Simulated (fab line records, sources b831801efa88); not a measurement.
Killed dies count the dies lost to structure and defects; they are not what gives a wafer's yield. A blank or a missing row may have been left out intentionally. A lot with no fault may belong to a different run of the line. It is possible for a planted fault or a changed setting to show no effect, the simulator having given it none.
Which of the tools did it? + flow gf180mcu + 13 lots, 39 wafers sampled, at 5 steps of a route of 602

## WHAT THE GAUGES READ, wafer by wafer
GF_VT_IMPLANT_TW_MEAS_21. Usual: VT_IMPLANT_2_TW gives 1210 (standard deviation 7.9).
| lot  | measured     | on            | VT_IMPLANT_2_TW | flag |
|------|--------------|---------------|-----------------|------|
| L592 | day 7 01:26  | film-metro-01 | 1215 1220 1208  |      |
| L593 | day 7 07:58  | film-metro-04 | 1188 1192 1198  |      |
| L594 | day 7 15:04  | film-metro-01 | 1213 1206 1218  |      |
| L595 | day 7 23:41  | film-metro-01 | 1207 1209 1214  |      |
| L596 | day 8 02:31  | film-metro-04 | 1203 1206 1208  |      |
| L598 | day 8 18:11  | film-metro-04 | 1202 1199 1195  |      |
| L600 | day 9 05:42  | film-metro-04 | 1206 1200 1205  |      |
| L606 | day 10 18:46 | film-metro-04 | 1201 1201 1210  |      |
| L608 | day 11 07:17 | film-metro-01 | 1220 1217 1214  |      |
| L609 | day 11 11:26 | film-metro-02 | 1225 1220 1218  |      |
| L610 | day 11 21:56 | film-metro-01 | 1217 1211 1215  |      |
| L611 | day 12 01:50 | film-metro-01 | 1212 1210 1210  |      |
| L612 | day 12 08:04 | film-metro-01 | 1211 1211 1213  |      |

GF_HV_LDD_RS_MEAS_53: measures by four-point-probe. Usual: HV_LDD_RS gives 418.9 ohm/sq (standard deviation 1.1).
| lot  | measured     | on            | HV_LDD_RS (ohm/sq) | flag |
|------|--------------|---------------|--------------------|------|
| L592 | day 13 07:40 | film-metro-03 | 418.2 418.2 419.9  |      |
| L593 | day 13 18:25 | film-metro-02 | 419.5 419.3 418.2  |      |
| L594 | day 14 00:38 | film-metro-02 | 419.2 419.6 419.1  |      |
| L595 | day 14 11:07 | film-metro-03 | 419.2 419.2 417.8  |      |
| L596 | day 14 20:57 | film-metro-02 | 419.3 419.7 418.5  |      |
| L598 | day 15 14:06 | film-metro-04 | 414.1 412.2 412.9  | OFF  |
| L600 | day 16 01:28 | film-metro-02 | 414.2 414.6 414.4  | OFF  |
| L606 | day 18 05:40 | film-metro-04 | 418.7 417.6 418.1  |      |
| L608 | day 18 20:24 | film-metro-04 | 417.2 417.8 417.3  |      |
| L609 | day 19 06:58 | film-metro-03 | 420.4 420.7 420.4  |      |
| L610 | day 19 18:05 | film-metro-04 | 420.1 420.8 419.3  |      |
| L611 | day 19 20:38 | film-metro-04 | 419.0 418.5 418.4  |      |
| L612 | day 20 03:04 | film-metro-04 | 421.3 420.3 421.2  |      |

GF_HV_LDD_THK_MEAS_57. Usual: HV_LDD_CVD_56_THK gives 90.5 nm (standard deviation 0.7).
| lot  | measured     | on            | HV_LDD_CVD_56_THK (nm) | flag |
|------|--------------|---------------|------------------------|------|
| L592 | day 13 10:17 | film-metro-02 | 89.9 90.0 90.3         |      |
| L593 | day 13 21:02 | film-metro-04 | 90.4 90.1 90.5         |      |
| L594 | day 14 03:15 | film-metro-04 | 89.7 90.3 91.1         |      |
| L595 | day 14 13:44 | film-metro-02 | 90.7 91.2 91.0         |      |
| L596 | day 15 01:19 | film-metro-02 | 90.3 89.6 90.0         |      |
| L598 | day 15 17:14 | film-metro-03 | 91.3 91.2 91.1         |      |
| L600 | day 16 04:05 | film-metro-04 | 90.4 90.1 90.4         |      |
| L606 | day 18 08:17 | film-metro-04 | 90.2 90.1 90.1         |      |
| L608 | day 18 23:31 | film-metro-04 | 91.0 91.3 91.3         |      |
| L609 | day 19 10:48 | film-metro-02 | 89.8 89.7 89.3         |      |
| L610 | day 19 20:43 | film-metro-03 | 90.8 91.2 90.5         |      |
| L611 | day 19 23:15 | film-metro-02 | 91.0 90.9 91.2         |      |
| L612 | day 20 05:41 | film-metro-02 | 90.7 90.3 90.4         |      |

## EACH LOT AND THE TOOL THAT RAN IT (in order: tool; ch and the chambers of the sampled wafers; start)
| lot  | GF_VT_IMPLANT_RTA_45             | GF_HV_LDD_IMPLANT_36            |
|------|----------------------------------|---------------------------------|
| L592 | rtp-anneal-01 ch 0, day 8 10:01  | implanter-01 ch 0, day 12 10:55 |
| L593 | rtp-anneal-01 ch 0, day 8 18:02  | implanter-01 ch 0, day 12 21:50 |
| L594 | rtp-anneal-02 ch 0, day 8 23:56  | implanter-01 ch 0, day 13 03:38 |
| L595 | rtp-anneal-02 ch 0, day 9 08:37  | implanter-01 ch 0, day 13 13:53 |
| L596 | rtp-anneal-02 ch 0, day 9 12:48  | implanter-01 ch 0, day 13 23:03 |
| L598 | rtp-anneal-01 ch 0, day 10 04:27 | implanter-01 ch 0, day 14 16:26 |
| L600 | rtp-anneal-01 ch 0, day 10 16:46 | implanter-01 ch 0, day 15 02:44 |
| L606 | rtp-anneal-02 ch 0, day 12 07:52 | implanter-01 ch 0, day 17 04:59 |
| L608 | rtp-anneal-01 ch 0, day 12 21:11 | implanter-01 ch 0, day 17 19:53 |
| L609 | rtp-anneal-02 ch 0, day 13 02:25 | implanter-04 ch 0, day 18 06:26 |
| L610 | rtp-anneal-01 ch 0, day 13 13:14 | implanter-04 ch 0, day 18 17:11 |
| L611 | rtp-anneal-02 ch 0, day 13 17:11 | implanter-01 ch 0, day 18 19:54 |
| L612 | rtp-anneal-02 ch 0, day 14 00:31 | implanter-01 ch 0, day 19 01:54 |
- GF_VT_IMPLANT_RTA_45: time 27.79 s.
- GF_HV_LDD_IMPLANT_36

## WHAT THE TOOLS THEMSELVES READ (means of the sampled wafers that have a number; where no wafer has one, the mark that the record gives instead)
GF_VT_IMPLANT_RTA_45. Usual: anneal-temp-c-max 1054.8, standard deviation 1.4; lamp-power-pct 38.2 %, standard deviation 1.7; wafer_temp_C_max 1054.3, standard deviation 0.85.
| lot  | tool          | anneal-temp-c-max | lamp-power-pct (%) | wafer_temp_C_max | flag |
|------|---------------|-------------------|--------------------|------------------|------|
| L592 | rtp-anneal-01 | 1055.8            | 36.3               | 1053.9           |      |
| L593 | rtp-anneal-01 | 1055.3            | 36.3               | 1054.0           |      |
| L594 | rtp-anneal-02 | 1053.2            | 39.7               | 1054.7           |      |
| L595 | rtp-anneal-02 | 1054.1            | 39.8               | 1054.5           |      |
| L596 | rtp-anneal-02 | 1054.3            | 39.8               | 1053.9           |      |
| L598 | rtp-anneal-01 | 1055.0            | 36.3               | 1054.6           |      |
| L600 | rtp-anneal-01 | 1056.7            | 36.3               | 1054.4           |      |
| L606 | rtp-anneal-02 | 1053.6            | 39.8               | 1055.3           |      |
| L608 | rtp-anneal-01 | 1055.1            | 36.3               | 1053.6           |      |
| L609 | rtp-anneal-02 | 1053.7            | 39.8               | 1053.8           |      |
| L610 | rtp-anneal-01 | 1056.8            | 36.3               | 1054.2           |      |
| L611 | rtp-anneal-02 | 1053.5            | 39.8               | 1055.1           |      |
| L612 | rtp-anneal-02 | 1053.2            | 39.8               | 1054.4           |      |

GF_HV_LDD_IMPLANT_36. Usual: beam-on-s 10.01 s, standard deviation 0.2; end-station-pressure-torr 5.03e-06 Torr, standard deviation 2.8e-07; faraday-current-uA 42.2, standard deviation 0.83; rotation-deg 270.00 degrees, standard deviation 0.052.
| lot  | tool         | beam-on-s (s) | end-station-pressure-torr (Torr) | faraday-current-uA | rotation-deg (degrees) | flag |
|------|--------------|---------------|----------------------------------|--------------------|------------------------|------|
| L592 | implanter-01 | 9.81          | 5.50e-06                         | 43.1               | 269.96                 |      |
| L593 | implanter-01 | 10.09         | 5.27e-06                         | 41.9               | 269.99                 |      |
| L594 | implanter-01 | 10.27         | 5.12e-06                         | 41.1               | 270.05                 |      |
| L595 | implanter-01 | 10.05         | 4.67e-06                         | 42.1               | 269.98                 |      |
| L596 | implanter-01 | 10.05         | 5.06e-06                         | 42.0               | 270.00                 |      |
| L598 | implanter-01 | 12.89         | 5.04e-06                         | 32.8               | 269.98                 | OFF  |
| L600 | implanter-01 | 12.31         | 4.85e-06                         | 34.3               | 269.96                 | OFF  |
| L606 | implanter-01 | 9.92          | 5.06e-06                         | 42.5               | 270.01                 |      |
| L608 | implanter-01 | 10.04         | 5.21e-06                         | 42.2               | 270.01                 |      |
| L609 | implanter-04 | 10.03         | 5.17e-06                         | 42.2               | 270.00                 |      |
| L610 | implanter-04 | 9.90          | 4.77e-06                         | 42.8               | 270.00                 |      |
| L611 | implanter-01 | 10.00         | 5.13e-06                         | 42.3               | 269.97                 |      |
| L612 | implanter-01 | 10.08         | 5.20e-06                         | 42.0               | 270.01                 |      |

## THE ANSWER, worked out from the rows above alone
Rule: a lot is off if the mean of its wafers that have a number lies more than 3 standard deviations from the usual mean. A lot without any number at a reading at which 4 lots or more have one is off too. Any other lot the step has rows for is counted as sound. Order of review: gauges by route order, followed by the tools' own readings, for which a lot's mean as printed above is used. At the first step where some lot is off, the reading lying furthest off is the one used; lots without a number count as furthest.
Off: at GF_HV_LDD_RS_MEAS_53 (HV_LDD_RS), L598, L600.
If a tool, at a process step before that reading, ran all the lots that are off and no sound lot after the first of them, it fits. The gauges at GF_HV_LDD_RS_MEAS_53 aren't tried: what is off there is off at GF_HV_LDD_IMPLANT_36 too, on other tools, and a gauge's error can't cause that. Not one of the candidates tried fits.

## WHAT WAS PUT IN BY THE SIMULATOR
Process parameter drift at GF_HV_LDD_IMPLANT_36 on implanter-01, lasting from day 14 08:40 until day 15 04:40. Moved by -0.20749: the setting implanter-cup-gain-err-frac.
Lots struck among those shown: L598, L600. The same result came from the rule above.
